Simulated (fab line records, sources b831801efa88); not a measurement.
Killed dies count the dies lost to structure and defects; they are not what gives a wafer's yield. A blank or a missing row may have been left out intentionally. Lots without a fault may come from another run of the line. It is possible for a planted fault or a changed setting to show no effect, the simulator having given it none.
fab line records -- flow gf180mcu
record lots=12, wafers=36, lastDay=34
route steps=602 shown V5@564 TOP_METAL@568 PASSIVATION@589
lots with no fault: from the same line, run without faults
startH: start of the lot's first displayed wafer, in hours after the record's first day -- waitH: hours from the lot's prior step to this one -- " repeats the value in the row above -- L1.1+2: several wafers, shown together as one row -- - no value present, or no start provided -- * or withheld: withheld -- < > ~ a bound
route shown NAME@n: a module of which the file shows steps, and the number in the route of the first -- usual: mean/standard deviation of fault-free wafers -- same: alike in all rows -- chamber/n: place in a boat -- sites: readings site by site -- _std_site: the values' standard deviation -- _edge_site: the outer-site mean with the inner-site mean subtracted -- radiusMm: how far each site lies from the wafer's centre -- mask NAME#n: copy n -- behind: the last tool/chamber to shape the wafer -- hold: why the lot was held/for how many hours/how that ended -- device: whichever transistor did not switch (one of n, p or np) -- end of line: the route-end tests of the same wafers -- step lacking rows: just its recipe -- killed: the dies lost at the first sort to structure and to defects; this is not the yield of the wafer -- map: shows each die of a wafer: x if killed, . if not, _ if none is there
set.NAME: the setting the step ran with; set.NAME@STEP: the setting that earlier step ran with -- model.NAME: the simulator's own value behind a step, which no gauge read
steps of the route over a sample of lots; a table a step, a row a wafer
services: the hour from which a tool's chamber was out of use, counted from the record's first day as startH (under 0 if before that day), plus the number of hours and why
## steps
# step GF_V5_RS_MEAS_24
# recipe thkMeasGauge=four-point-probe, reads=W_of_V5_CVD_23+TiN_of_V5_SPUTTER_22+Ti_of_V5_SPUTTER_21
# usual V5_W_RS=0.329/0.004
lot.wafer,tool,chamber,startH,waitH,V5_W_RS[ohm/sq]
L956.1,filmMetro-04,-,638.29,0.1,0.334
L956.5,filmMetro-04,-,638.29,0.1,0.333
L956.6,filmMetro-04,-,638.29,0.1,0.335
L957.4,filmMetro-04,-,649.27,0.1,0.326
L957.5,filmMetro-04,-,649.27,0.1,0.331
L957.6,filmMetro-04,-,649.27,0.1,0.326
L958.2,filmMetro-03,-,660.67,0.1,0.340
L958.3,filmMetro-03,-,660.67,0.1,0.331
L958.6,filmMetro-03,-,660.67,0.1,0.338
L960.1,filmMetro-03,-,665.43,0.2,0.338
L960.3,filmMetro-03,-,665.43,0.2,0.336
L960.4,filmMetro-03,-,665.43,0.2,0.333
L962.1,filmMetro-01,-,684.52,0.1,0.323
L962.3,filmMetro-01,-,684.52,0.1,0.327
L962.6,filmMetro-01,-,684.52,0.1,0.331
L963.2,filmMetro-01,-,691.08,0.1,0.328
L963.4,filmMetro-01,-,691.08,0.1,0.329
L963.6,filmMetro-01,-,691.08,0.1,0.330
L964.2,filmMetro-01,-,696.25,0.1,0.331
L964.3,filmMetro-01,-,696.25,0.1,0.325
L964.4,filmMetro-01,-,696.25,0.1,0.331
L965.1,filmMetro-03,-,704.08,0.1,0.327
L965.3,filmMetro-03,-,704.08,0.1,0.328
L965.4,filmMetro-03,-,704.08,0.1,0.325
L966.1,filmMetro-01,-,713.39,0.1,0.325
L966.4,filmMetro-01,-,713.39,0.1,0.326
L966.5,filmMetro-01,-,713.39,0.1,0.326
L976.1,filmMetro-01,-,774.80,0.1,0.333
L976.4,filmMetro-01,-,774.80,0.1,0.333
L976.5,filmMetro-01,-,774.80,0.1,0.338
L977.1,filmMetro-03,-,776.77,0.1,0.324
L977.2,filmMetro-03,-,776.77,0.1,0.328
L977.3,filmMetro-03,-,776.77,0.1,0.325
L978.3,filmMetro-03,-,782.06,0.1,0.332
L978.4,filmMetro-03,-,782.06,0.1,0.326
L978.5,filmMetro-03,-,782.06,0.1,0.331
# step GF_V5_CMP_26
# recipe stopOn=SiO2, downForcePsi=3.5, platenRpm=60, tOverpolishS=15, targetThkNm=0, padVelocityMS=0.94248
# usual edgeZonePressureFrac=1.000/0.0046, motorCurrentA=11.2/1.1, overpolishRunS=15.000/0.0089, slurryFlowMlMin=150.0/0.46, timeToEndpointS=87/5.4
lot.wafer,tool,chamber,startH,waitH,edgeZonePressureFrac,motorCurrentA,overpolishRunS,slurryFlowMlMin,timeToEndpointS
L956.1,cmp-01,0,638.47,0.1,0.999,10.4,15.004,149.5,77
L956.5,cmp-01,0,638.47,0.1,0.998,10.4,15.006,150.2,75
L956.6,cmp-01,1,638.47,0.1,0.996,10.4,15.012,150.5,78
L957.4,cmp-01,1,649.54,0.2,1.010,10.7,15.023,149.2,85
L957.6,cmp-01,2,649.54,0.2,1.000,12.8,15.008,150.2,91
L957.5,cmp-01,3,649.54,0.2,0.994,10.5,14.983,149.8,85
L958.3,cmp-01,3,660.88,0.1,0.995,10.1,15.015,150.4,82
L958.2,cmp-01,1,660.88,0.1,0.998,10.1,14.996,150.2,81
L958.6,cmp-01,2,660.88,0.1,0.996,11.7,14.999,149.3,91
L960.1,cmp-02,1,665.65,0.1,0.997,13.4,14.994,149.4,87
L960.3,cmp-02,2,665.65,0.1,1.003,10.0,14.998,149.9,89
L960.4,cmp-02,0,665.65,0.1,0.996,12.0,15.012,150.2,97
L962.3,cmp-02,2,684.70,0.0,1.002,10.5,15.003,150.4,88
L962.1,cmp-02,0,684.70,0.0,1.005,12.3,14.985,150.0,94
L962.6,cmp-02,3,684.70,0.0,1.001,11.8,14.990,150.0,88
L963.4,cmp-01,1,691.24,0.0,0.996,10.2,15.004,150.5,79
L963.2,cmp-01,0,691.24,0.0,0.997,10.3,14.991,149.5,83
L963.6,cmp-01,2,691.24,0.0,1.004,12.6,15.003,150.0,89
L964.3,cmp-01,2,696.56,0.2,0.998,11.5,15.006,150.4,93
L964.4,cmp-01,3,696.56,0.2,1.001,10.8,15.004,150.6,86
L964.2,cmp-01,0,696.56,0.2,1.006,10.9,14.993,150.4,81
L965.3,cmp-01,0,704.26,0.0,0.999,10.4,15.011,149.6,84
L965.1,cmp-01,2,704.26,0.0,1.001,11.8,14.996,151.2,93
L965.4,cmp-01,3,704.26,0.0,1.009,10.4,14.999,149.8,88
L966.4,cmp-02,0,713.67,0.1,0.995,12.6,14.992,150.4,96
L966.1,cmp-02,1,713.67,0.1,0.998,13.3,15.011,150.1,86
L966.5,cmp-02,3,713.67,0.1,1.001,12.0,14.996,150.2,88
L976.4,cmp-02,3,774.98,0.0,1.000,12.1,15.004,149.4,91
L976.1,cmp-02,0,774.98,0.0,1.005,11.8,14.996,150.1,98
L976.5,cmp-02,0,774.98,0.0,1.001,11.8,15.003,149.5,98
L977.1,cmp-01,0,776.95,0.1,1.000,9.9,15.002,150.1,82
L977.2,cmp-01,1,776.95,0.1,1.002,10.2,15.002,150.6,82
L977.3,cmp-01,2,776.95,0.1,1.001,12.1,14.999,150.4,92
L978.4,cmp-02,1,782.20,0.0,1.007,13.3,15.005,149.8,92
L978.3,cmp-02,3,782.20,0.0,0.990,11.8,15.005,149.7,92
L978.5,cmp-02,2,782.20,0.0,1.007,10.4,14.995,151.3,90
# step GF_TOP_METAL_SPUTTER_01
# recipe material=TiN, targetThkNm=30, powerW=6500, timeS=25, chamberPressurePa=0.4
# usual throttleValvePct=30.3/0.78
lot.wafer,tool,chamber,startH,waitH,throttleValvePct
L956.1,pvdSputter-02,-,638.87,0.1,30.5
L956.5,pvdSputter-02,-,638.87,0.1,30.7
L956.6,pvdSputter-02,-,638.87,0.1,31.4
L957.4,pvdSputter-04,-,649.79,0.1,30.0
L957.5,pvdSputter-04,-,649.79,0.1,30.3
L957.6,pvdSputter-04,-,649.79,0.1,30.2
L958.2,pvdSputter-02,-,661.23,0.1,30.9
L958.3,pvdSputter-02,-,661.23,0.1,31.4
L958.6,pvdSputter-02,-,661.23,0.1,30.7
L960.1,pvdSputter-02,-,666.05,0.1,30.7
L960.3,pvdSputter-02,-,666.05,0.1,30.9
L960.4,pvdSputter-02,-,666.05,0.1,30.5
L962.1,pvdSputter-02,-,685.10,0.1,30.8
L962.3,pvdSputter-02,-,685.10,0.1,30.9
L962.6,pvdSputter-02,-,685.10,0.1,30.7
L963.2,pvdSputter-04,-,691.64,0.1,30.5
L963.4,pvdSputter-04,-,691.64,0.1,30.1
L963.6,pvdSputter-04,-,691.64,0.1,29.8
L964.2,pvdSputter-01,-,696.96,0.1,29.1
L964.3,pvdSputter-01,-,696.96,0.1,31.5
L964.4,pvdSputter-01,-,696.96,0.1,30.3
L965.1,pvdSputter-04,-,704.66,0.1,28.8
L965.3,pvdSputter-04,-,704.66,0.1,30.8
L965.4,pvdSputter-04,-,704.66,0.1,30.2
L966.1,pvdSputter-01,-,713.97,0.1,31.3
L966.4,pvdSputter-01,-,713.97,0.1,29.2
L966.5,pvdSputter-01,-,713.97,0.1,30.5
L976.1,pvdSputter-04,-,775.38,0.1,29.9
L976.4,pvdSputter-04,-,775.38,0.1,30.5
L976.5,pvdSputter-04,-,775.38,0.1,29.9
L977.1,pvdSputter-01,-,777.35,0.1,29.1
L977.2,pvdSputter-01,-,777.35,0.1,30.3
L977.3,pvdSputter-01,-,777.35,0.1,31.2
L978.3,pvdSputter-04,-,782.60,0.1,30.5
L978.4,pvdSputter-04,-,782.60,0.1,30.6
L978.5,pvdSputter-04,-,782.60,0.1,28.9
# step GF_PASSIVATION_CVD_02
# recipe material=Si3N4, targetThkNm=700, timeS=486.18, tempC=400, rfW=450
# usual heaterPowerW=762/91
lot.wafer,tool,chamber,startH,waitH,heaterPowerW
L956.1,pecvd-04,0,659.96,0.1,859
L956.5,pecvd-04,2,659.96,0.1,699
L956.6,pecvd-04,0,659.96,0.1,690
L957.4,pecvd-03,2,670.25,0.2,784
L957.5,pecvd-03,1,670.25,0.2,882
L957.6,pecvd-03,0,670.25,0.2,758
L958.2,pecvd-04,0,682.16,0.0,848
L958.3,pecvd-04,2,682.16,0.0,744
L958.6,pecvd-04,0,682.16,0.0,692
L960.1,pecvd-04,0,686.46,0.1,774
L960.3,pecvd-04,1,686.46,0.1,824
L960.4,pecvd-04,2,686.46,0.1,794
L962.1,pecvd-04,0,704.46,0.1,713
L962.3,pecvd-04,1,704.46,0.1,942
L962.6,pecvd-04,1,704.46,0.1,765
L963.2,pecvd-03,2,711.08,0.0,705
L963.4,pecvd-03,2,711.08,0.0,773
L963.6,pecvd-03,1,711.08,0.0,851
L964.2,pecvd-03,1,716.45,0.0,892
L964.3,pecvd-03,2,716.45,0.0,815
L964.4,pecvd-03,2,716.45,0.0,683
L965.1,pecvd-03,0,723.73,0.1,669
L965.3,pecvd-03,2,723.73,0.1,807
L965.4,pecvd-03,0,723.73,0.1,725
L966.1,pecvd-03,2,732.65,0.1,816
L966.4,pecvd-03,0,732.65,0.1,759
L966.5,pecvd-03,2,732.65,0.1,672
L976.1,pecvd-02,0,791.94,0.1,673
L976.4,pecvd-02,0,791.94,0.1,533
L976.5,pecvd-02,1,791.94,0.1,586
L977.1,pecvd-04,2,793.34,0.1,660
L977.2,pecvd-04,1,793.34,0.1,897
L977.3,pecvd-04,0,793.34,0.1,722
L978.3,pecvd-04,1,799.62,0.0,939
L978.4,pecvd-04,2,799.62,0.0,801
L978.5,pecvd-04,0,799.62,0.0,818
# step GF_PASSIVATION_THK_MEAS_03
# recipe reads=Si3N4_of_PASSIVATION_CVD_02
# usual PASSIVATION_CVD_02_THK=702/9.5
lot.wafer,tool,chamber,startH,waitH,PASSIVATION_CVD_02_THK[nm]
L956.1,filmMetro-04,-,660.25,0.1,715
L956.5,filmMetro-04,-,660.25,0.1,708
L956.6,filmMetro-04,-,660.25,0.1,713
L957.4,filmMetro-02,-,670.42,0.0,696
L957.5,filmMetro-02,-,670.42,0.0,706
L957.6,filmMetro-02,-,670.42,0.0,698
L958.2,filmMetro-03,-,682.46,0.2,703
L958.3,filmMetro-03,-,682.46,0.2,701
L958.6,filmMetro-03,-,682.46,0.2,713
L960.1,filmMetro-03,-,686.75,0.1,712
L960.3,filmMetro-03,-,686.75,0.1,714
L960.4,filmMetro-03,-,686.75,0.1,716
L962.1,filmMetro-04,-,704.75,0.1,694
L962.3,filmMetro-04,-,704.75,0.1,698
L962.6,filmMetro-04,-,704.75,0.1,713
L963.2,filmMetro-02,-,711.38,0.2,694
L963.4,filmMetro-02,-,711.38,0.2,703
L963.6,filmMetro-02,-,711.38,0.2,715
L964.2,filmMetro-03,-,716.75,0.2,711
L964.3,filmMetro-03,-,716.75,0.2,696
L964.4,filmMetro-03,-,716.75,0.2,700
L965.1,filmMetro-03,-,724.16,0.3,753
L965.3,filmMetro-03,-,724.16,0.3,761
L965.4,filmMetro-03,-,724.16,0.3,706
L966.1,filmMetro-04,-,733.08,0.3,750
L966.4,filmMetro-04,-,733.08,0.3,712
L966.5,filmMetro-04,-,733.08,0.3,695
L976.1,filmMetro-04,-,792.23,0.1,686
L976.4,filmMetro-04,-,792.23,0.1,694
L976.5,filmMetro-04,-,792.23,0.1,690
L977.1,filmMetro-04,-,793.63,0.1,703
L977.2,filmMetro-04,-,793.63,0.1,710
L977.3,filmMetro-04,-,793.63,0.1,716
L978.3,filmMetro-02,-,799.93,0.2,707
L978.4,filmMetro-02,-,799.93,0.2,702
L978.5,filmMetro-02,-,799.93,0.2,723
## services
tool,chamber,startH,hours,kind
pecvd-02,-,642.02,0.5,repair
pvdSputter-04,3,652.65,-,consumableReplace:kit
pvdSputter-04,3,652.65,18.0,scheduledDown
pvdSputter-04,3,652.65,18.0,ventCycle
pecvd-04,-,667.42,1.1,repair
pecvd-02,-,701.58,14.6,pm
cmp-02,-,705.17,3.5,repair
pecvd-03,1,718.47,31.7,repair
pecvd-02,0,719.70,12.0,repair
pvdSputter-04,-,727.56,0.9,repair
pvdSputter-04,2,731.29,-,consumableReplace:kit
pvdSputter-04,2,731.29,18.0,scheduledDown
pecvd-02,1,736.80,2.0,repair
pvdSputter-02,-,740.98,8.5,repair
cmp-01,-,744.08,4.0,pm
cmp-01,-,748.08,-,consumableReplace:conditioner
cmp-01,-,748.08,-,consumableReplace:pad
pvdSputter-02,-,748.32,0.8,repair
pecvd-02,0,752.64,14.1,repair
pecvd-02,-,765.71,2.8,pm
pecvd-03,0,766.06,7.4,repair
pvdSputter-02,-,775.93,1.7,repair
cmp-02,-,780.68,1.2,repair
pecvd-03,-,799.38,14.0,pm
## key
firstSign step=GF_PASSIVATION_THK_MEAS_03, reading=PASSIVATION_CVD_02_THK, direction=up, sigmas=5.5, usual=702, struck=755
effect none on later readings
metAt GF_PASSIVATION_CVD_02
struckLots L965,L966
struckWafers L965.1,L965.3,L966.1
notActingAt GF_V5_RS_MEAS_24,GF_V5_CMP_26,GF_TOP_METAL_SPUTTER_01
onsetBetween 716.45 723.73
fault kind=processParameterDrift, tool=pecvd-03, chamber=-, onsetH=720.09, steps=GF_PASSIVATION_CVD_02, channel=targetThkNm, offset=59.28, shape=step, endH=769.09, scope=struckWafersOnly, actsIn=theseRecipesOnly, stated=700
